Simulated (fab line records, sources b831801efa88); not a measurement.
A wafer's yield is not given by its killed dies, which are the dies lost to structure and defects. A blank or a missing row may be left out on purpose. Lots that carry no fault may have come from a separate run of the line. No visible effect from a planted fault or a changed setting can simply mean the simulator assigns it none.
One fault through the eyes of 2 desks ; flow sky130 ; each desk holds nothing but its own numbers, with what lay behind them at the end

== METROLOGY DESK ==
Means of the sampled wafers that have a number, per lot and without regard to the tool the lot ran on: this is what the gauges read. If a lot's mean is further than 4 standard deviations from the usual mean, the lot is out of limits and carries the mark OUT (the distance appears in the brackets).
Columns: A = PWDE_RS at SKY_NWELL_RS_MEAS_31, usual 5279 ohm/sq; B = VT_ADJUST_PCH_TW at SKY_VT_ADJUST_PCH_TW_MEAS_10, usual 143.3
lot;first seen here;A;B
L988;day 5 10:58;5291;142.9
L989;day 5 13:20;5284;142.9
L990;day 5 22:46;5281;143.3
L993;day 6 11:02;5251;145.2
L995;day 7 03:50;5286;115.4 (-21) OUT
L101;day 8 14:48;5275;142.3
L102;day 8 19:39;5254;143.0
L104;day 9 12:05;5255;143.4
L105;day 9 17:53;5305;144.7
L107;day 10 04:53;5283;143.2
L108;day 10 09:36;5291;143.6
L109;day 10 12:20;5279;141.5
L110;day 10 19:22;5285;144.7
This desk reports L995 out of limits; the earliest was L995 at day 12 16:34 (VT_ADJUST_PCH_TW at SKY_VT_ADJUST_PCH_TW_MEAS_10). L988, L989, L990, L993, L101, L102, L104, L105, L107, L108, L109, L110: within limits.

== AT THE TOOL OWNER'S DESK: plasma asher-01 ==
The tool's own readings at SKY_VT_ADJUST_HVTR_STRIP_10 (strips in O2/N2): means of the sampled wafers that have a number, for each lot that ran on this tool. If a lot's mean is further than 4 standard deviations from the usual mean, the lot is out of limits and carries the mark OUT (the distance appears in the brackets).
Columns: A = drypump motor current A at SKY_VT_ADJUST_HVTR_STRIP_10, usual 5.6 A; B = oes product au at SKY_VT_ADJUST_HVTR_STRIP_10, usual 0.717 a.u.; C = strip time to endpoint s at SKY_VT_ADJUST_HVTR_STRIP_10, usual 14.16 s
lot;first seen here;A;B;C
L990;day 10 04:32;5.8;0.718;14.17
L995;day 11 16:31;5.7;0.955 (+53) OUT;-
L107;day 15 07:26;5.8;0.720;14.21
L109;day 15 16:08;5.8;0.716;14.12
L110;day 16 00:31;5.8;0.717;14.15
This desk finds L995 out of limits, L995 being first, at day 11 16:31 (oes product au at SKY_VT_ADJUST_HVTR_STRIP_10). L990, L107, L109, L110: within limits.

== TAKEN TOGETHER ==
On L995, at day 11 16:31, an alarm was possible from the tool owner's desk.
At day 12 16:34 the metrology desk could have sounded an alarm, on L995.
The lots listed all ran SKY_VT_ADJUST_HVTR_STRIP_10 on plasma asher-01.

== WHAT HAD BEEN PUT IN BY THE SIMULATOR ==
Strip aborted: plasma asher-01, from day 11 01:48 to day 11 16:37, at SKY_VT_ADJUST_HVTR_STRIP_10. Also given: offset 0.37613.
Struck lots among those shown: L995.
Time in hours from fault onset to the first out-of-limits reading at each desk: tool owner's desk 15, metrology desk 39.
